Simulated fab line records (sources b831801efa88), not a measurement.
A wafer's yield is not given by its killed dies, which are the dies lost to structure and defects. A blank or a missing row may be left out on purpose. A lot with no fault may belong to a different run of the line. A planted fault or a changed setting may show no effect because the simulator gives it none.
Chamber matching + flow gf180mcu + rie_diel-01 running GF_CONTACT_ETCH_16: 4 sister chambers
The step etches BARC in N2/H2. 4 wafers are shown with their chamber, then 7 later ones without.

WAFERS PAIRED WITH THEIR CHAMBERS
| wafer  | chamber | drypump_motor_current_A (A) |
|--------|---------|-----------------------------|
| L548.2 | 1       | 5.6                         |
| L549.6 | 3       | 5.0                         |
| L552.3 | 2       | 5.7                         |
| L552.4 | 0       | 6.4                         |

WAFERS WITHOUT THEIR CHAMBER
| wafer  | drypump_motor_current_A (A) |
|--------|-----------------------------|
| L552.5 | 6.4                         |
| L553.1 | 6.4                         |
| L553.2 | 5.7                         |
| L553.3 | 5.6                         |
| L554.2 | 6.3                         |
| L554.3 | 5.6                         |
| L554.5 | 5.6                         |

THE CHAMBER EACH PASSED THROUGH
| wafer  | from the rows above | in truth |
|--------|---------------------|----------|
| L552.5 | 0                   | 0        |
| L553.1 | 0                   | 0        |
| L553.2 | 2                   | 2        |
| L553.3 | 1                   | 1        |
| L554.2 | 0                   | 0        |
| L554.3 | 1                   | 1        |
| L554.5 | 1                   | 1        |
Correctly placed: 7 of 7. Number that these rows cannot place: 0. Wrongly placed: 0.
How it was worked out, from the rows above alone: a wafer's distance from a chamber is the root of the sum, over the readings, of the square of ((its reading less the chamber's mean) divided by the reading's scatter). The wafer belongs to the nearest chamber; if the next one is less than 2 further off, it can't be placed. Each chamber's mean is taken over the wafers shown for it. The scatter (one wafer shown for each chamber): square how far every hidden wafer sits from the nearest shown wafer, average those squares and take the square root.
